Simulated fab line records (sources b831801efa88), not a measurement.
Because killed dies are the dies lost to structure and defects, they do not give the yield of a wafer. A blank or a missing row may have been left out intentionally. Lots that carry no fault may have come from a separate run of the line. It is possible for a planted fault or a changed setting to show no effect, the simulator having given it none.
One fault seen from 2 desks / flow sky130 / only its own numbers are on each desk; what lay behind them is given at the end

## TOOL OWNER'S DESK, rtp anneal-02
The tool's own readings at SKY_SD_N_RTA_14 (time 2 s): means of the sampled wafers that have a number, for each lot that ran on this tool. Any lot whose mean is over 4 standard deviations away from the usual mean is out of limits and marked OUT; that distance is given in the brackets.
Columns: A = lamp power pct at SKY_SD_N_RTA_14, usual 15.73 %; B = wafer_temp_C_max at SKY_SD_N_RTA_14, usual 1078.1
lot=L333; first seen here=day 28 00:28; A=15.74; B=1077.0
lot=L335; first seen here=day 28 18:25; A=15.72; B=1076.0
lot=L337; first seen here=day 29 15:49; A=15.76; B=1078.0
lot=L341; first seen here=day 31 04:58; A=15.71; B=1077.9
lot=L345; first seen here=day 32 11:31; A=15.74; B=1078.1
lot=L347; first seen here=day 33 04:35; A=15.71; B=1078.3
This desk's finding: nothing out of limits on any of the 6 lots.

## THE METROLOGY DESK
What the gauges read for every lot (on any tool): the sampled wafers with a number, averaged. Any lot whose mean is over 4 standard deviations away from the usual mean is out of limits and marked OUT; that distance is given in the brackets.
Columns: A = cd nm at SKY_SD_N_CD_MEAS_07, usual 380.5 nm; B = SD_N_RS at SKY_SD_N_RS_MEAS_16, usual 68.54 ohm/sq; C = SD_P_RS at SKY_SD_N_RS_MEAS_17, usual 147.1 ohm/sq; D = LI_CONTACT_HDPCVD_THK at SKY_LI_CONTACT_THK_MEAS_01, usual 926 nm
lot=L333; first seen here=day 27 23:49; A=380.2; B=68.39; C=147.3; D=926
lot=L334; first seen here=day 28 08:19; A=382.0; B=68.64; C=147.1; D=920
lot=L335; first seen here=day 28 17:46; A=380.2; B=68.44; C=146.8; D=925
lot=L337; first seen here=day 29 15:10; A=381.6; B=68.50; C=147.1; D=931
lot=L341; first seen here=day 31 04:19; A=378.4; B=68.32; C=146.5; D=929
lot=L344; first seen here=day 32 02:20; A=384.0; B=68.52; C=146.7; D=921
lot=L345; first seen here=day 32 10:53; A=379.7; B=71.07 (+18) OUT; C=162.0 (+43) OUT; D=942
lot=L347; first seen here=day 33 03:55; A=377.1; B=71.23 (+19) OUT; C=162.4 (+44) OUT; D=925
lot=L348; first seen here=day 33 08:13; A=377.5; B=68.50; C=147.3; D=921
lot=L350; first seen here=day 33 17:49; A=380.1; B=68.58; C=147.8; D=915
lot=L351; first seen here=day 34 17:27; A=379.1; B=68.64; C=147.2; D=927
lot=L354; first seen here=day 35 01:26; A=382.6; B=68.70; C=147.2; D=928
Finding of this desk: L345, L347 out of limits, first seen on L345 at day 32 11:43 (SD_N_RS at SKY_SD_N_RS_MEAS_16). In limits: L333, L334, L335, L337, L341, L344, L348, L350, L351, L354.

## ALL TOGETHER
On L345, L347, the metrology desk was in a position to raise an alarm at day 32 11:43.
The desk of the tool owner found nothing out of limits.
The tool owner's desk has L345, L347 on record, within its limits.
The lots listed all ran SKY_SD_N_RTA_14 on rtp anneal-02.

## WHAT THE SIMULATOR HAD INSERTED
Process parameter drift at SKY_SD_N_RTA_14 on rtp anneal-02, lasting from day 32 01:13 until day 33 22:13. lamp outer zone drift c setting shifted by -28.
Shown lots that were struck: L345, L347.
Hours from the fault's start to each desk's first reading out of limits: the metrology desk, 11.
